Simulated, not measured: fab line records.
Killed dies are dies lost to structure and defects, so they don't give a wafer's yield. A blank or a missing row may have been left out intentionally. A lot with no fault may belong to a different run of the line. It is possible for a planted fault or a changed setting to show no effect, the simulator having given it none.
Check for tools in common | flow sky130 | Lots sampled 10, wafers sampled 36

== WHY THIS WAS OPENED ==
At SKY_VIA4_RS_MEAS_19 the reading VIA4_W_RS is flagged on 2 of 10 lots. Wafers without a fault read 0.2259 ohm/sq, standard deviation 0.002.
Rule: flag the lot when none of its wafers has a number, or when each of its wafers that has one lies beyond 4 standard deviations from that mean. The other lots count as sound.

lot  | measured     | on            | VIA4_W_RS (ohm/sq), wafer by wafer        | flag
L135 | day 43 05:37 | film_metro-03 | 0.2259 0.2279 0.2261                      |
L136 | day 43 11:17 | film_metro-04 | 0.2219 0.2268 0.2257                      |
L138 | day 43 22:58 | film_metro-04 | 0.2266 0.2261 0.2262                      |
L142 | day 45 13:11 | film_metro-04 | 0.2243 0.2254 0.2247                      |
L143 | day 45 19:34 | film_metro-04 | 0.2267 0.2248 0.2240                      |
L147 | day 46 10:16 | film_metro-04 | 0.2243 0.2252 0.2255                      |
L150 | day 47 11:20 | film_metro-01 | 0.2256 0.2273 0.2282                      |
L152 | day 47 22:58 | film_metro-03 | 0.2271 0.2282 0.2268                      |
L155 | day 48 07:01 | film_metro-03 | 0.2622 0.2596 0.2562 0.2621 0.2594 0.2566 | FLAGGED
L156 | day 48 14:06 | film_metro-01 | 0.2645 0.2592 0.2613 0.2642 0.2590 0.2616 | FLAGGED
Average over the flagged lots: 0.2605 ohm/sq; offset from the usual +0.0346 ohm/sq, equal to +17 standard deviations.

== TOOL THAT RAN EACH LOT ==
The record keeps 1 process step preceding the reading, out of 708 steps on the route. Each cell gives the tool, then ch followed by the chambers the sampled wafers passed through, then the start.
lot  | flag    | SKY_VIA4_CVD_18
L135 |         | cvd_w-02 ch 0,1, day 43 05:28
L136 |         | cvd_w-02 ch 0,1, day 43 11:08
L138 |         | cvd_w-01 ch 0,1, day 43 22:47
L142 |         | cvd_w-01 ch 0,1, day 45 13:02
L143 |         | cvd_w-02 ch 0,1, day 45 19:25
L147 |         | cvd_w-02 ch 0, day 46 10:07
L150 |         | cvd_w-02 ch 0,1, day 47 11:11
L152 |         | cvd_w-02 ch 0,1, day 47 22:49
L155 | FLAGGED | cvd_w-02 ch 1, day 48 06:52
L156 | FLAGGED | cvd_w-02 ch 0,1, day 48 13:57
What is done by these steps:
- SKY_VIA4_CVD_18: deposits W, target thk 505 nm, time 152.14 s.
- SKY_VIA4_RS_MEAS_19: measures by four-point-probe.

== FLAGGED AGAINST TOTAL, ONE TOOL AT A TIME (gauges that did the reading follow at the end) ==
step                | tool          | lots run | flagged | share of the flagged lots | sound lots run after its first flagged lot
SKY_VIA4_CVD_18     | cvd_w-01      | 2        | 0       | none                      | -
SKY_VIA4_CVD_18     | cvd_w-02      | 8        | 2       | all                       | 0
SKY_VIA4_RS_MEAS_19 | film_metro-01 | 2        | 1       | some                      | 0
SKY_VIA4_RS_MEAS_19 | film_metro-03 | 3        | 1       | some                      | 0
SKY_VIA4_RS_MEAS_19 | film_metro-04 | 5        | 0       | none                      | -

== THE TABLE: WHAT IT ALLOWS ==
Rows of the table that ran each flagged lot: 1, that is cvd_w-02 at SKY_VIA4_CVD_18.
- cvd_w-02 at SKY_VIA4_CVD_18: 2 of its 8 lots flagged. It ran its last sound lot, L152, at day 47 22:49 and its first flagged lot, L155, at day 48 06:52: a fault with its onset between the two fits. Its own readings lie more than 4 standard deviations out on every wafer of the flagged lots: susceptor_temp_C.
What remains is a single tool, cvd_w-02 at SKY_VIA4_CVD_18.

== WHAT THE SIMULATOR HAD INSERTED ==
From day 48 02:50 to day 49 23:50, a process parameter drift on cvd_w-02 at SKY_VIA4_CVD_18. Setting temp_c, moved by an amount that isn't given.
Shown lots that were struck: L155, L156. The rule given above showed the same thing.
